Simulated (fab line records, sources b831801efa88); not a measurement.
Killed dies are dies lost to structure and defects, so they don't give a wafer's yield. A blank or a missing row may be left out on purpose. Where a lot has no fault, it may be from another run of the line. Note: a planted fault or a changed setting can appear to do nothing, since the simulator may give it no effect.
Chamber matching ; flow gf180mcu ; cmp-02 running GF_V2_CMP_26: 4 sister chambers
The step polishes, stops on SiO2, t overpolish 15 s, target thk 0 nm. 27 wafers are shown with their chamber, then 12 later ones without.

## WAFERS WITH THEIR CHAMBER
wafer;chamber;motor-current-A (A);time-to-endpoint-s (s);head-pressure-psi (psi)
L075.3;3;13.5;79;3.496
L075.4;0;10.6;83;3.498
L075.6;3;13.0;80;3.500
L076.1;3;12.5;84;3.495
L076.3;0;10.6;81;3.509
L076.6;2;12.3;83;3.508
L078.1;0;10.8;80;3.500
L078.2;3;13.3;83;3.502
L078.3;2;11.9;82;3.504
L080.3;3;13.4;82;3.500
L080.4;1;10.8;87;3.497
L080.6;2;12.0;87;3.501
L082.1;1;10.3;87;3.500
L082.3;3;13.4;85;3.507
L082.4;2;11.6;82;3.509
L083.2;3;13.5;84;3.518
L083.3;0;10.5;85;3.494
L083.5;2;11.5;82;3.507
L085.3;3;12.8;85;3.516
L085.4;2;12.0;89;3.494
L085.6;2;12.1;88;3.497
L088.3;1;10.4;85;3.503
L088.5;3;12.7;84;3.507
L088.6;0;10.8;82;3.489
L089.1;3;12.6;81;3.505
L089.2;2;12.0;81;3.506
L089.4;1;10.4;85;3.494

SIGNATURES (means of the wafers above)
reading;chamber 0;chamber 1;chamber 2;chamber 3;scatter within a chamber
motor-current-A;10.660;10.475;11.925;13.070;0.302
time-to-endpoint-s;82.20;86.00;84.25;82.70;2.38
head-pressure-psi;3.49800;3.49850;3.50325;3.50460;0.00663
Rule: for a wafer and a chamber, the distance is found by dividing, reading by reading, the gap between the wafer's reading and the chamber's mean by the reading's scatter, squaring, summing and taking the root. The wafer belongs to the nearest chamber; if the next one is less than 2 further off, it can't be placed. The scatter: the root of (the sum of the squares of (reading less its chamber's mean) over the shown wafers, divided by (wafers less chambers)).

## WAFERS MISSING THEIR CHAMBER
wafer;motor-current-A (A);time-to-endpoint-s (s);head-pressure-psi (psi)
L091.1;11.2;86;3.513
L091.3;10.0;88;3.495
L091.6;10.6;85;3.507
L092.3;11.8;86;3.510
L092.5;11.6;85;3.504
L092.6;10.2;86;3.493
L093.1;13.1;87;3.494
L093.5;10.1;88;3.494
L093.6;10.9;86;3.497
L096.1;13.5;86;3.507
L096.2;10.2;90;3.490
L096.4;11.0;80;3.499

## EACH ONE'S CHAMBER
wafer;from the rows above;in truth
L091.1;can't be placed: 2 or 1 or 0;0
L091.3;can't be placed: 1 or 0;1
L091.6;can't be placed: 1 or 0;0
L092.3;2;2
L092.5;2;2
L092.6;can't be placed: 1 or 0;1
L093.1;can't be placed: 3 or 2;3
L093.5;can't be placed: 1 or 0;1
L093.6;can't be placed: 1 or 0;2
L096.1;3;3
L096.2;can't be placed: 1 or 0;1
L096.4;can't be placed: 0 or 1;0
3 of 12 placed correctly. Not placeable from these rows: 9 (in 8, the candidates include the true chamber). Wrongly placed: 0.
